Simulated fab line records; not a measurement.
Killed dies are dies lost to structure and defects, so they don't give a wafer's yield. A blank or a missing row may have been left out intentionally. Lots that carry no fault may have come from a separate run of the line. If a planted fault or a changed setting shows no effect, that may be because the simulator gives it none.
What tool caused it? | flow gf180mcu | Sampling: 10 lots, 30 wafers, 5 of 602 route steps

WHAT THE GAUGES READ, wafer by wafer
GF_MVSD_TW_MEAS_11.
lot  | measured    | on           | MVSD_TW
L999 | day 4 10:10 | filmMetro-04 | 1574 1579 1585
L104 | day 5 15:57 | filmMetro-02 | 1560 1559 1558
L105 | day 5 22:02 | filmMetro-02 | 1562 1562 1569
L107 | day 6 09:13 | filmMetro-03 | 1575 1572 1588
L112 | day 7 11:39 | filmMetro-03 | 1544 1559 1555
L115 | day 8 04:50 | filmMetro-03 | 1592 1587 1584
L116 | day 8 10:25 | filmMetro-04 | 1609 1614 1613
L117 | day 8 16:46 | filmMetro-03 | 1547 1556 1549
L119 | day 9 06:11 | filmMetro-03 | 1560 1567 1557
L120 | day 9 18:20 | filmMetro-04 | 1582 1580 1576

GF_VT_IMPLANT_RS_MEAS_46: measurement is done with a four-point probe.
lot  | measured     | on           | MVSD_RS (ohm/sq)
L999 | day 7 10:22  | filmMetro-03 | 458.4 457.8 456.8
L104 | day 8 19:10  | filmMetro-03 | 458.7 459.0 459.0
L105 | day 9 02:51  | filmMetro-04 | 456.6 456.9 456.0
L107 | day 9 17:21  | filmMetro-04 | 458.0 458.2 457.2
L112 | day 10 23:32 | filmMetro-03 | 457.7 458.8 458.7
L115 | day 11 20:11 | filmMetro-02 | 439.7 438.0 439.1 440.4 439.0 438.4
L116 | day 12 04:45 | filmMetro-04 | 437.6 440.2 437.7 438.6 439.1 439.0
L117 | day 12 11:48 | filmMetro-03 | 458.0 459.4 457.5
L119 | day 13 02:03 | filmMetro-03 | 457.5 458.1 458.0
L120 | day 13 17:04 | filmMetro-02 | 454.5 455.6 456.2

GF_VT_IMPLANT_RS_MEAS_47: measurement is done with a four-point probe.
lot  | measured     | on           | NWELL_RS (ohm/sq)
L999 | day 7 10:29  | filmMetro-03 | 487.8 487.9 490.2
L104 | day 8 19:17  | filmMetro-03 | 488.7 488.7 488.0
L105 | day 9 02:58  | filmMetro-04 | 489.6 489.0 489.4
L107 | day 9 17:28  | filmMetro-04 | 484.6 487.8 485.7
L112 | day 10 23:39 | filmMetro-03 | 487.4 487.4 487.1
L115 | day 11 21:56 | filmMetro-02 | 485.8 486.4 487.6
L116 | day 12 09:37 | filmMetro-02 | 487.1 487.6 487.7
L117 | day 12 11:55 | filmMetro-03 | 486.9 487.3 485.9
L119 | day 13 02:10 | filmMetro-03 | 488.3 489.2 488.8
L120 | day 13 17:11 | filmMetro-02 | 487.3 486.7 487.0

GF_M1_OVL_MEAS_15.
lot  | measured     | on         | M1_OVL (nm)
L999 | day 16 23:42 | overlay-01 | 0 0 3
L104 | day 18 17:34 | overlay-01 | 0 -3 -1
L105 | day 19 06:17 | overlay-01 | -10 -4 -6
L107 | day 19 22:14 | overlay-02 | 9 4 8
L112 | day 21 15:38 | overlay-02 | 4 6 -5
L115 | day 22 15:58 | overlay-02 | -4 -6 -3
L116 | day 23 13:43 | overlay-01 | -2 -3 -2
L117 | day 23 12:46 | overlay-01 | 6 6 5
L119 | day 24 06:45 | overlay-02 | 3 2 6
L120 | day 24 19:31 | overlay-02 | 8 7 6

WHICH TOOL RAN EACH LOT (tool, then ch and the chambers of the sampled wafers, then the start)
lot  | GF_MVSD_IMPLANT_08
L999 | implanter-01 ch 0, day 4 09:46
L104 | implanter-02 ch 0, day 5 15:33
L105 | implanter-02 ch 0, day 5 21:40
L107 | implanter-01 ch 0, day 6 08:49
L112 | implanter-02 ch 0, day 7 11:16
L115 | implanter-01 ch 0, day 8 04:26
L116 | implanter-01 ch 0, day 8 10:01
L117 | implanter-03 ch 0, day 8 16:22
L119 | implanter-02 ch 0, day 9 05:47
L120 | implanter-03 ch 0, day 9 17:56
- GF_MVSD_IMPLANT_08

WHAT THE TOOLS THEMSELVES READ (means of the sampled wafers that have a number; where no wafer has one, the mark that the record gives instead)
GF_MVSD_IMPLANT_08.
lot  | tool         | beamOnS (s) | endStationPressureTorr (Torr) | faradayCurrentUA
L999 | implanter-01 | 9.84        | 5.16e-06                      | 91.9
L104 | implanter-02 | 10.13       | 4.93e-06                      | 89.0
L105 | implanter-02 | 10.05       | 4.98e-06                      | 89.8
L107 | implanter-01 | 10.12       | 4.81e-06                      | 89.2
L112 | implanter-02 | 9.88        | 5.18e-06                      | 91.3
L115 | implanter-01 | 11.10       | 6.17e-05                      | 78.5
L116 | implanter-01 | 10.82       | 6.62e-05                      | 80.5
L117 | implanter-03 | 10.03       | 5.24e-06                      | 89.8
L119 | implanter-02 | 9.91        | 4.77e-06                      | 91.1
L120 | implanter-03 | 10.08       | 5.07e-06                      | 89.4

THE ANSWER, worked out from the rows above alone
Rule: usual is defined by the lots themselves. Put in order of their means at a reading, lots are off if they are a third of the lots or fewer, leave a main group of 4 or more, and stand apart from it by a gap of 3 or more times the standard deviation of the main group's means; of several such gaps the widest counts. A main group is skipped when, at the precision printed for the reading in the tables above, its means are all equal. A lot without any number at a reading at which 4 lots or more have one is off too. Any other lot the step has rows for is counted as sound. Order of review: gauges by route order, followed by the tools' own readings, for which a lot's mean as printed above is used. At the first step where some lot is off, the reading lying furthest off is the one used; lots without a number count as furthest.
Off: at GF_VT_IMPLANT_RS_MEAS_46 (MVSD_RS), L115, L116. The main group: mean 457.6 ohm/sq, standard deviation 1.1.
A tool fits if, at a process step before that reading, it ran every lot that is off, and no sound lot after the first of them. Not tried: the gauges at GF_VT_IMPLANT_RS_MEAS_46; whatever is off there is also off at GF_MVSD_IMPLANT_08, on other tools, and gauge error can't account for it. One fits: implanter-01 at GF_MVSD_IMPLANT_08. A fault onset in the window from L107 (day 6 08:49, its last sound lot) to L115 (day 8 04:26, its first lot off) fits.
The tool's own readings at GF_MVSD_IMPLANT_08 bear it out: on the lots that are off they differ by more than 5 times the standard deviation of the sound lots' means. beamOnS reads 10.96 s there against 10.01 s on the sound lots; endStationPressureTorr reads 6.39e-05 Torr there against 5.02e-06 Torr on the sound lots; faradayCurrentUA reads 79.5 there against 90.2 on the sound lots.

WHAT WAS PUT IN BY THE SIMULATOR
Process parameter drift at GF_MVSD_IMPLANT_08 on implanter-01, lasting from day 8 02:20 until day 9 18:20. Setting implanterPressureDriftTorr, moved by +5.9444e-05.
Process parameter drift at GF_MVSD_IMPLANT_08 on implanter-01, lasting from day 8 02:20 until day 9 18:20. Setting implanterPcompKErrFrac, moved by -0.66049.
Shown lots that were struck: L115, L116. The rule above found the same.
